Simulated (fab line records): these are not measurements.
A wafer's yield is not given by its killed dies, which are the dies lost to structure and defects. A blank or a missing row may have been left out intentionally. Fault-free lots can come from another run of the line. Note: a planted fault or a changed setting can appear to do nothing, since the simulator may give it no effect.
Matching of chambers || flow sky130 || cmp-02 running SKY_VIA2_CMP_02: 4 sister chambers
The step polishes SiO2. 4 wafers are shown with their chamber, then 7 later ones without.

== WAFERS, EACH WITH ITS CHAMBER ==
{"wafer": "L490.1", "chamber": 3, "motor-current-A (A)": 13.1}
{"wafer": "L490.2", "chamber": 2, "motor-current-A (A)": 11.1}
{"wafer": "L491.3", "chamber": 0, "motor-current-A (A)": 13.9}
{"wafer": "L491.4", "chamber": 1, "motor-current-A (A)": 10.4}

== WAFERS WHOSE CHAMBER IS MISSING ==
{"wafer": "L491.5", "motor-current-A (A)": 11.3}
{"wafer": "L500.4", "motor-current-A (A)": 10.1}
{"wafer": "L500.5", "motor-current-A (A)": 11.6}
{"wafer": "L500.6", "motor-current-A (A)": 10.2}
{"wafer": "L507.2", "motor-current-A (A)": 11.5}
{"wafer": "L507.4", "motor-current-A (A)": 10.8}
{"wafer": "L507.5", "motor-current-A (A)": 13.3}

== WHICH CHAMBER EACH WENT THROUGH ==
{"wafer": "L491.5", "from the rows above": 2, "in truth": 2}
{"wafer": "L500.4", "from the rows above": 1, "in truth": 1}
{"wafer": "L500.5", "from the rows above": 2, "in truth": 2}
{"wafer": "L500.6", "from the rows above": 1, "in truth": 1}
{"wafer": "L507.2", "from the rows above": 2, "in truth": 2}
{"wafer": "L507.4", "from the rows above": "can't be placed: 2 or 1", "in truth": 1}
{"wafer": "L507.5", "from the rows above": "can't be placed: 3 or 0", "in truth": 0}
5 of 7 placed correctly. These rows do not allow placing 2 (true chamber among the candidates in 2). 0 placed wrongly.
How it was worked out, from the rows above alone: a wafer's distance from a chamber is the root of the sum, over the readings, of the square of ((its reading less the chamber's mean) divided by the reading's scatter). The wafer belongs to the nearest chamber; if the next one is less than 2 further off, it can't be placed. For every chamber, the mean is computed from those of its wafers that are shown. The scatter: root of mean squared gap, hidden wafer to nearest shown wafer, with one shown wafer a chamber.
